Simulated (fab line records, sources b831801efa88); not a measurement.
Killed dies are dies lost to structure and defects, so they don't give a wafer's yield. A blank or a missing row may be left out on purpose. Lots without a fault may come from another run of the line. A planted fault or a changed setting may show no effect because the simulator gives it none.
Tool commonality check | flow gf180mcu | 13 lots, 39 wafers sampled

WHY IT WAS OPENED
At GF_VT_IMPLANT_RS_MEAS_48 the reading LVPWELL_RS is flagged on 2 of 13 lots. Wafers without a fault read 1197 ohm/sq, standard deviation 3.2.
Rule: a lot is flagged when every wafer of it that has a number lies more than 4 standard deviations from that mean, or none has a number. The other lots count as sound.

lot  | measured     | on            | LVPWELL_RS (ohm/sq), wafer by wafer | flag
L623 | day 7 16:46  | film_metro-03 | 1200 1200 1200                      |
L624 | day 8 02:42  | film_metro-01 | 1193 1193 1196                      |
L625 | day 8 08:25  | film_metro-03 | 1202 1201 1197                      |
L626 | day 8 15:08  | film_metro-03 | 1202 1201 1199                      |
L628 | day 9 03:26  | film_metro-01 | 1192 1194 1193                      |
L631 | day 10 15:19 | film_metro-01 | 1193 1193 1197                      |
L635 | day 11 12:49 | film_metro-01 | 1195 1194 1196                      |
L636 | day 11 18:17 | film_metro-04 | 1196 1197 1194                      |
L637 | day 11 19:52 | film_metro-04 | 1201 1201 1200                      |
L638 | day 12 03:47 | film_metro-03 | 1122 1120 1119                      | FLAGGED
L639 | day 12 09:02 | film_metro-03 | 1190 1193 1193                      |
L640 | day 12 14:42 | film_metro-04 | 1122 1121 1123                      | FLAGGED
L644 | day 13 21:23 | film_metro-04 | 1195 1194 1194                      |
The numbers of the flagged lots are 1121 ohm/sq on average: -76 ohm/sq against the usual, or -24 standard deviations.

WHICH TOOL RAN EACH LOT
The record holds 1 process step before the reading, out of a route of 602 steps. In each cell: the tool, then ch and the chambers that the sampled wafers went through, then the start.
lot  | flag    | GF_LVPWELL_IMPLANT_08
L623 |         | implanter-01 ch 0, day 4 02:37
L624 |         | implanter-04 ch 0, day 4 09:41
L625 |         | implanter-03 ch 0, day 4 13:29
L626 |         | implanter-04 ch 0, day 4 18:11
L628 |         | implanter-03 ch 0, day 5 04:24
L631 |         | implanter-01 ch 0, day 6 11:18
L635 |         | implanter-03 ch 0, day 7 04:40
L636 |         | implanter-03 ch 0, day 7 09:11
L637 |         | implanter-04 ch 0, day 7 11:17
L638 | FLAGGED | implanter-03 ch 0, day 7 16:08
L639 |         | implanter-04 ch 0, day 7 21:11
L640 | FLAGGED | implanter-03 ch 0, day 8 01:24
L644 |         | implanter-01 ch 0, day 9 03:05
What these steps do:
- GF_LVPWELL_IMPLANT_08
- GF_VT_IMPLANT_RS_MEAS_48: measures by four-point-probe.

FLAGGED OVER TOTAL, TOOL BY TOOL (the gauges that took the reading come last)
step                     | tool          | lots run | flagged | share of the flagged lots | sound lots run after its first flagged lot
GF_LVPWELL_IMPLANT_08    | implanter-01  | 3        | 0       | none                      | -
GF_LVPWELL_IMPLANT_08    | implanter-03  | 6        | 2       | all                       | 0
GF_LVPWELL_IMPLANT_08    | implanter-04  | 4        | 0       | none                      | -
GF_VT_IMPLANT_RS_MEAS_48 | film_metro-01 | 4        | 0       | none                      | -
GF_VT_IMPLANT_RS_MEAS_48 | film_metro-03 | 5        | 1       | some                      | 1 (L639)
GF_VT_IMPLANT_RS_MEAS_48 | film_metro-04 | 4        | 1       | some                      | 1 (L644)

WHAT THE TABLE ALLOWS
1 row of the table ran every flagged lot: implanter-03 at GF_LVPWELL_IMPLANT_08.
- implanter-03 at GF_LVPWELL_IMPLANT_08: 2 of its 6 lots flagged. Its last sound lot is L636 (day 7 09:11), its first flagged lot L638 (day 7 16:08): a fault that began between those two fits. Its own readings lie more than 4 standard deviations out on every wafer of the flagged lots: beam_on_s, faraday_current_uA.
One tool is left: implanter-03 at GF_LVPWELL_IMPLANT_08.

WHAT THE SIMULATOR HAD PUT IN
Process parameter drift: implanter-03, from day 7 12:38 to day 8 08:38, at GF_LVPWELL_IMPLANT_08. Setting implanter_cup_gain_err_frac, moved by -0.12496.
Lots struck among those shown: L638, L640. The rule above found the same.
